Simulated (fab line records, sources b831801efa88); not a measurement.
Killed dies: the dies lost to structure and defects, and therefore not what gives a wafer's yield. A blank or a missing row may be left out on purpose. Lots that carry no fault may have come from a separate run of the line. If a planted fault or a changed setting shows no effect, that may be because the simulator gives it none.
Chamber matching    flow gf180mcu    GF_V1_CMP_26 on cmp-02 has 4 sister chambers
The step polishes, stops on SiO2, t overpolish 15 s, target thk 0 nm. 16 wafers are shown with their chamber, then 8 later ones without.

== EACH WAFER AND ITS CHAMBER ==
wafer   chamber  motor-current-A (A)  time-to-endpoint-s (s)  overpolish-run-s (s)
L283.1  2        9.5                  86                      14.992
L283.5  0        13.5                 86                      15.008
L283.6  3        9.1                  83                      15.016
L284.2  0        12.9                 83                      14.999
L284.4  2        10.2                 83                      15.003
L284.6  1        10.1                 80                      14.987
L285.1  1        10.4                 79                      15.005
L285.4  0        13.7                 84                      15.003
L285.5  3        9.0                  82                      14.999
L287.2  3        9.4                  80                      15.009
L287.3  0        13.3                 83                      14.999
L287.5  0        13.6                 83                      15.000
L289.4  0        13.7                 81                      15.015
L289.5  3        9.1                  82                      14.995
L289.6  0        13.5                 83                      15.007
L292.4  1        10.1                 83                      15.009

SIGNATURES (averages over the wafers above)
reading             chamber 0  chamber 1  chamber 2  chamber 3  scatter within a chamber
motor-current-A     13.457     10.200     9.850      9.150      0.27
time-to-endpoint-s  83.29      80.67      84.50      81.75      1.62
overpolish-run-s    15.00443   15.00033   14.99750   15.00475   0.00826
Rule: for a wafer and a chamber, the distance is found by dividing, reading by reading, the gap between the wafer's reading and the chamber's mean by the reading's scatter, squaring, summing and taking the root. If the next closest chamber is less than 2 further off than the closest, the wafer can't be placed; otherwise it belongs to the closest. The scatter is the square root of a quotient: the sum, over the shown wafers, of each reading's squared deviation from its chamber's mean, divided by wafers minus chambers.

== WAFERS WITH NO CHAMBER GIVEN ==
wafer   motor-current-A (A)  time-to-endpoint-s (s)  overpolish-run-s (s)
L292.5  9.0                  83                      15.013
L292.6  13.1                 84                      14.995
L298.1  9.9                  84                      15.012
L298.2  13.2                 87                      15.002
L298.3  9.8                  79                      15.005
L304.2  13.2                 81                      15.017
L304.5  10.7                 81                      15.012
L304.6  10.0                 83                      15.007

== WHICH CHAMBER EACH ONE RAN IN ==
wafer   from the rows above           in truth
L292.5  3                             3
L292.6  0                             0
L298.1  can't be placed: 2 or 1 or 3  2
L298.2  0                             0
L298.3  can't be placed: 1 or 3 or 2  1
L304.2  0                             0
L304.5  can't be placed: 1 or 2       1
L304.6  can't be placed: 2 or 1 or 3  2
Correct placement for 4 of the 8. From these rows, 4 cannot be placed; in 4 the true chamber is one of the candidates. Number placed wrongly: 0.
